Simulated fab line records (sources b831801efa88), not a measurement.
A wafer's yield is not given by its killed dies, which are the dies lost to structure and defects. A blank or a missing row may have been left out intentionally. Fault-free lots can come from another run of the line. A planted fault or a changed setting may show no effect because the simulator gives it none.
2 desks, one fault | flow sky130 | every desk sees just its own numbers, and what lay behind them comes last

## AT THE TOOL OWNER'S DESK: implanter-03
For each lot that ran on this tool, the mean over its sampled wafers that have a number, from the tool's own readings at SKY_LDD_N_IMPLANT_15. If a lot's mean is further than 4 standard deviations from the usual mean, the lot is out of limits and carries the mark OUT (the distance appears in the brackets).
Columns: A = beamOnS at SKY_LDD_N_IMPLANT_15, usual 9.98 s; B = tiltDeg at SKY_LDD_N_IMPLANT_15, usual 30.000 degrees
lot  | first seen here | A     | B
L458 | day 21 12:20    | 9.84  | 0.002 (-99 or more) OUT
L459 | day 21 20:56    | 10.22 | 0.008 (-99 or more) OUT
L470 | day 25 21:31    | 10.05 | 30.033
L471 | day 26 09:29    | 9.83  | 30.025
Finding of this desk: L458, L459 out of limits; the first was L458 at day 21 12:20, on tiltDeg at SKY_LDD_N_IMPLANT_15. L470, L471 stayed within limits.

## THE METROLOGY DESK
Lot by lot, what the gauges showed, no matter which tool ran the lot: averages of those sampled wafers that carry a number. If a lot's mean is further than 4 standard deviations from the usual mean, the lot is out of limits and carries the mark OUT (the distance appears in the brackets).
Columns: A = LDD_N_OVL at SKY_LDD_N_OVL_MEAS_07, usual 0.4 nm
lot  | first seen here | A
L450 | day 18 09:14    | 0.5
L458 | day 21 11:14    | -0.9
L459 | day 21 19:50    | -0.5
L468 | day 25 05:30    | -0.8
L470 | day 25 20:26    | 0.0
L471 | day 26 08:23    | -0.4
Result from this desk: across the 6 lots, nothing is out of limits.

## BROUGHT TOGETHER
The tool owner's desk had the chance to raise an alarm at day 21 12:20 on L458, L459.
Metrology desk: nothing out of limits seen.
The metrology desk holds a record of L458, L459, inside its limits.
Of the lots named, all ran SKY_LDD_N_IMPLANT_15 on implanter-03.

## WHAT HAD BEEN PUT IN BY THE SIMULATOR
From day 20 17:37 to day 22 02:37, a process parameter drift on implanter-03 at SKY_LDD_N_IMPLANT_15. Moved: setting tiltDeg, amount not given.
Struck lots among those shown: L458, L459.
How many hours passed from the start of the fault until each desk's first out-of-limits reading: the tool owner's desk, 19.
